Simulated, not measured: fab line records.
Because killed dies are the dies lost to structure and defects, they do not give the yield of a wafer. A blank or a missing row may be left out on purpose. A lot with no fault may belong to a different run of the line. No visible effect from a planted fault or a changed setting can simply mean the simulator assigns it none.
Which tool is to blame? -- flow gf180mcu -- 14 lots with 42 wafers sampled at 4 steps, on a route of 602 steps

WHAT THE GAUGES READ, wafer by wafer
GF_TOP_METAL_THK_MEAS_06: measures by xrf.
lot,measured,on,TOP_METAL_ALCU_THK (nm)
L773,day 26 21:54,film_metro-02,902 895 876
L774,day 27 08:58,film_metro-03,870 873 866
L775,day 27 17:28,film_metro-01,873 885 876
L776,day 28 01:53,film_metro-02,898 881 893
L777,day 28 06:17,film_metro-02,877 883 895
L778,day 28 14:19,film_metro-03,871 890 876
L783,day 31 00:52,film_metro-02,870 884 883
L785,day 31 05:00,film_metro-02,884 901 881
L784,day 31 06:24,film_metro-02,866 875 871
L790,day 32 10:53,film_metro-03,883 877 893
L792,day 32 16:43,film_metro-01,875 871 870
L794,day 33 02:31,film_metro-02,889 912 909
L795,day 33 08:19,film_metro-01,900 873 876
L796,day 33 15:33,film_metro-01,874 899 881

GF_TOP_METAL_CD_MEAS_14 targets a cd of 440 nm.
lot,measured,on,cd_nm (nm)
L773,day 27 17:49,cd_sem-01,441.7 444.7 441.3
L774,day 28 04:32,cd_sem-01,447.4 445.6 446.4
L775,day 28 12:34,cd_sem-02,440.6 439.8 441.5
L776,day 28 20:55,cd_sem-02,441.3 443.5 442.6
L777,day 29 01:22,cd_sem-01,435.7 436.5 438.2
L778,day 29 09:14,cd_sem-01,437.1 438.8 438.9
L783,day 31 18:22,cd_sem-01,438.7 440.1 439.0
L785,day 31 21:56,cd_sem-02,437.2 439.2 437.9
L784,day 31 23:40,cd_sem-02,438.3 439.6 439.7
L790,day 33 02:59,cd_sem-01,438.3 437.0 438.1
L792,day 33 08:23,cd_sem-02,441.0 438.8 438.1
L794,day 33 18:13,cd_sem-01,440.6 442.0 440.5
L795,day 33 23:26,cd_sem-02,435.2 435.3 434.7
L796,day 34 06:13,cd_sem-01,438.7 439.1 437.4

EACH LOT AND THE TOOL THAT RAN IT (in order: tool; ch and the chambers of the sampled wafers; start)
lot,GF_CONTACT_CMP_04,GF_TOP_METAL_SPUTTER_02
L773,"cmp-01 ch 1,3, day 14 21:30","pvd_sputter-02, day 26 21:41"
L774,"cmp-02 ch 0,2,3, day 15 09:04","pvd_sputter-02, day 27 08:46"
L775,"cmp-02 ch 0,1,2, day 15 16:59","pvd_sputter-02, day 27 17:15"
L776,"cmp-01 ch 0,1,2, day 16 00:53","pvd_sputter-01, day 28 01:40"
L777,"cmp-01 ch 0,2,3, day 16 09:35","pvd_sputter-03, day 28 06:04"
L778,"cmp-02 ch 0,1,3, day 16 16:02","pvd_sputter-02, day 28 14:05"
L783,"cmp-01 ch 2,3, day 19 16:50","pvd_sputter-02, day 31 00:38"
L785,"cmp-02 ch 0,1,3, day 19 21:56","pvd_sputter-03, day 31 04:47"
L784,"cmp-01 ch 0,1, day 20 01:41","pvd_sputter-02, day 31 06:11"
L790,"cmp-02 ch 1,2,3, day 21 14:50","pvd_sputter-03, day 32 10:41"
L792,"cmp-02 ch 0,2, day 21 22:02","pvd_sputter-02, day 32 16:31"
L794,"cmp-01 ch 0,3, day 22 12:53","pvd_sputter-01, day 33 02:17"
L795,"cmp-01 ch 1,2,3, day 22 19:56","pvd_sputter-01, day 33 08:06"
L796,"cmp-02 ch 2,3, day 23 05:20","pvd_sputter-03, day 33 15:20"
- GF_CONTACT_CMP_04: polishes SiO2.
- GF_TOP_METAL_SPUTTER_02: material AlCu, target thk 900 nm, time 47.82 s.

AS READ BY THE TOOLS THEMSELVES (means over the sampled wafers that have a number; for cases with no such wafer, the mark the record gives instead)
GF_CONTACT_CMP_04.
lot,tool,head_pressure_psi (psi),motor_current_A (A),retaining_ring_pressure_frac,time_to_endpoint_s (s)
L773,cmp-01,3.996,13.5,0.996,113
L774,cmp-02,4.002,13.4,0.995,109
L775,cmp-02,3.999,12.0,1.001,119
L776,cmp-01,4.001,13.0,1.001,114
L777,cmp-01,3.996,12.9,0.999,117
L778,cmp-02,4.001,12.9,1.000,112
L783,cmp-01,3.999,14.1,0.996,118
L785,cmp-02,4.001,13.3,0.994,112
L784,cmp-01,3.998,12.1,0.998,122
L790,cmp-02,4.004,13.2,1.000,108
L792,cmp-02,4.000,12.7,1.005,111
L794,cmp-01,4.004,11.9,1.005,118
L795,cmp-01,3.993,13.3,1.004,108
L796,cmp-02,4.006,14.3,0.998,106

GF_TOP_METAL_SPUTTER_02.
lot,tool,throttle_valve_pct (%)
L773,pvd_sputter-02,29.3
L774,pvd_sputter-02,29.3
L775,pvd_sputter-02,29.4
L776,pvd_sputter-01,30.0
L777,pvd_sputter-03,29.9
L778,pvd_sputter-02,29.3
L783,pvd_sputter-02,29.3
L785,pvd_sputter-03,29.7
L784,pvd_sputter-02,29.2
L790,pvd_sputter-03,30.5
L792,pvd_sputter-02,29.2
L794,pvd_sputter-01,30.0
L795,pvd_sputter-01,30.1
L796,pvd_sputter-03,30.1

THE ANSWER, worked out from the rows above alone
Rule: usual is defined by the lots themselves. Put in order of their means at a reading, lots are off if they are a third of the lots or fewer, leave a main group of 4 or more, and stand apart from it by a gap of 3 or more times the standard deviation of the main group's means; of several such gaps the widest counts. A main group whose means are all the same, to the digits that the tables above print for the reading, isn't used. Also off: a lot with no number at a reading for which 4 or more lots have one. All remaining lots with rows at the step are treated as sound. After the gauges, taken in route order, come the tools' own readings; for these a lot's mean is taken, as printed above. At the first step where some lot is off, the reading lying furthest off is the one used; lots without a number count as furthest.
Across all readings shown, no lot is off: no conclusion can be drawn from this.

WHAT WAS PUT IN BY THE SIMULATOR
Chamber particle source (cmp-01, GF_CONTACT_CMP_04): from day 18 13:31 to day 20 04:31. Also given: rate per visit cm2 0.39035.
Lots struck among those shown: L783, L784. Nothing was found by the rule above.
